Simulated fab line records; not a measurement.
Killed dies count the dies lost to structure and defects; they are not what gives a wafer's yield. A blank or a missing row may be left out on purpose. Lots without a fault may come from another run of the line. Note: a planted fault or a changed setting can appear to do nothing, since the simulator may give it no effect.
Chamber matching / flow sky130 / 4 sister chambers for SKY_VIA4_CMP_02 on cmp-01
The step polishes SiO2. 20 wafers are shown with their chamber, then 10 later ones without.

WAFERS WITH THEIR CHAMBER
wafer=L419.1; chamber=3; motor_current_A (A)=12.4
wafer=L419.3; chamber=1; motor_current_A (A)=13.6
wafer=L419.5; chamber=1; motor_current_A (A)=14.0
wafer=L420.1; chamber=3; motor_current_A (A)=12.5
wafer=L420.3; chamber=1; motor_current_A (A)=15.4
wafer=L420.5; chamber=1; motor_current_A (A)=13.7
wafer=L421.2; chamber=3; motor_current_A (A)=12.1
wafer=L421.4; chamber=0; motor_current_A (A)=11.3
wafer=L421.5; chamber=2; motor_current_A (A)=11.7
wafer=L422.1; chamber=3; motor_current_A (A)=12.6
wafer=L422.4; chamber=1; motor_current_A (A)=13.3
wafer=L422.6; chamber=2; motor_current_A (A)=12.3
wafer=L423.2; chamber=0; motor_current_A (A)=11.3
wafer=L423.3; chamber=2; motor_current_A (A)=11.2
wafer=L423.4; chamber=3; motor_current_A (A)=12.1
wafer=L424.2; chamber=0; motor_current_A (A)=11.5
wafer=L424.3; chamber=2; motor_current_A (A)=11.8
wafer=L424.5; chamber=3; motor_current_A (A)=11.7
wafer=L427.2; chamber=1; motor_current_A (A)=14.0
wafer=L427.3; chamber=3; motor_current_A (A)=12.4

SIGNATURES (averages over the wafers above)
reading=motor_current_A; chamber 0=11.367; chamber 1=14.000; chamber 2=11.750; chamber 3=12.257; scatter within a chamber=0.495
Rule: for each reading, subtract the chamber's mean from the wafer's reading, divide by that reading's scatter and square the result; add these up over the readings and take the root, which gives the wafer's distance from the chamber. The wafer belongs to the nearest chamber; if the next one is less than 2 further off, it can't be placed. How the scatter is found: for the shown wafers, subtract from each reading the mean of its chamber, square and add these, divide the total by (wafers less chambers), then take the root.

WAFERS WITHOUT THEIR CHAMBER
wafer=L427.4; motor_current_A (A)=12.2
wafer=L436.3; motor_current_A (A)=11.7
wafer=L436.5; motor_current_A (A)=12.3
wafer=L436.6; motor_current_A (A)=11.5
wafer=L438.2; motor_current_A (A)=10.9
wafer=L438.4; motor_current_A (A)=11.8
wafer=L438.6; motor_current_A (A)=11.3
wafer=L442.2; motor_current_A (A)=11.2
wafer=L442.5; motor_current_A (A)=12.1
wafer=L442.6; motor_current_A (A)=13.7

WHICH CHAMBER EACH WENT THROUGH
wafer=L427.4; from the rows above=can't be placed: 3 or 2 or 0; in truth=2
wafer=L436.3; from the rows above=can't be placed: 2 or 0 or 3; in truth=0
wafer=L436.5; from the rows above=can't be placed: 3 or 2 or 0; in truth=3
wafer=L436.6; from the rows above=can't be placed: 0 or 2 or 3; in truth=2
wafer=L438.2; from the rows above=can't be placed: 0 or 2 or 3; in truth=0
wafer=L438.4; from the rows above=can't be placed: 2 or 0 or 3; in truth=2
wafer=L438.6; from the rows above=can't be placed: 0 or 2 or 3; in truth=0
wafer=L442.2; from the rows above=can't be placed: 0 or 2 or 3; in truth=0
wafer=L442.5; from the rows above=can't be placed: 3 or 2 or 0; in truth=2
wafer=L442.6; from the rows above=1; in truth=1
Placed correctly: 1 of 10. Can't be placed from these rows: 9 (the true chamber is among the candidates in 9). Placed wrongly: 0.
